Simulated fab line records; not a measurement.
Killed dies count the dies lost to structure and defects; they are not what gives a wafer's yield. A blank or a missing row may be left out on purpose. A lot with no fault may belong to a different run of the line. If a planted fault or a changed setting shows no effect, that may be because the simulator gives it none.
2 desks looking at one fault | flow gf180mcu | only its own numbers are on each desk; what lay behind them is given at the end

## THE METROLOGY DESK
What the gauges read for every lot (on any tool): the sampled wafers with a number, averaged. Any lot whose mean is over 4 standard deviations away from the usual mean is out of limits and marked OUT; that distance is given in the brackets.
Columns: A = M3_ALCU_RS at GF_M3_RS_MEAS_05, usual 0.0693 ohm/sq; B = cd-nm at GF_M3_CD_MEAS_14, usual 280.0 nm; C = V3_W_RS at GF_V3_RS_MEAS_24, usual 0.329 ohm/sq; D = PASSIVATION_CVD_00_THK at GF_PASSIVATION_THK_MEAS_01, usual 999 nm
lot  | first seen here | A      | B     | C     | D
L597 | day 20 08:22    | 0.0689 | 280.2 | 0.327 | 1001
L598 | day 20 15:51    | 0.0702 | 281.5 | 0.330 | 1007
L599 | day 21 05:08    | 0.0693 | 280.2 | 0.331 | 992
L600 | day 21 14:12    | 0.0694 | 279.7 | 0.333 | 979
L601 | day 21 22:45    | 0.0701 | 282.3 | 0.329 | 1001
L604 | day 23 10:43    | 0.0698 | 279.8 | 0.332 | 1023
L609 | day 24 21:51    | 0.0691 | 280.0 | 0.328 | 508 (-33) OUT
L610 | day 25 03:47    | 0.0677 | 281.8 | 0.328 | 529 (-31) OUT
L616 | day 26 21:11    | 0.0688 | 278.8 | 0.325 | 1002
L617 | day 27 07:59    | 0.0707 | 281.4 | 0.325 | 997
L618 | day 27 13:55    | 0.0680 | 281.7 | 0.329 | 995
L619 | day 27 20:47    | 0.0703 | 278.9 | 0.324 | 996
L620 | day 28 02:02    | 0.0696 | 279.4 | 0.333 | 1000
This desk reports L609, L610 out of limits; the earliest was L609 at day 31 21:45 (PASSIVATION_CVD_00_THK at GF_PASSIVATION_THK_MEAS_01). In limits: L597, L598, L599, L600, L601, L604, L616, L617, L618, L619, L620.

## DESK OF THE TOOL OWNER: pecvd-04
The tool's own readings at GF_PASSIVATION_CVD_00 (deposits SiO2 from TEOS, target thk 1000 nm, time 111.95 s): means of the sampled wafers that have a number, for each lot that ran on this tool. Any lot whose mean is over 4 standard deviations away from the usual mean is out of limits and marked OUT; that distance is given in the brackets.
Columns: A = heater-power-w at GF_PASSIVATION_CVD_00, usual 643 W
lot  | first seen here | A
L597 | day 28 03:11    | 697
L600 | day 29 04:19    | 706
L609 | day 31 21:37    | 635
L610 | day 32 00:07    | 735
Finding of this desk: none of the 4 lots has anything out of limits.

## ALL TOGETHER
At day 31 21:45 the metrology desk could have sounded an alarm, on L609, L610.
The desk of the tool owner found nothing out of limits.
Tool owner's desk: L609, L610 on record, inside its limits.
All the named lots went through GF_PASSIVATION_CVD_00 on pecvd-04.

## WHAT THE SIMULATOR HAD PUT IN
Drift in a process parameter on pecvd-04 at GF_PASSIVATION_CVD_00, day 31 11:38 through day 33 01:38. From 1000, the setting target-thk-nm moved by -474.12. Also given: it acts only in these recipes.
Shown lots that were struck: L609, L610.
Per desk, hours elapsed from the start of the fault to the first reading out of limits: for the metrology desk, 10.
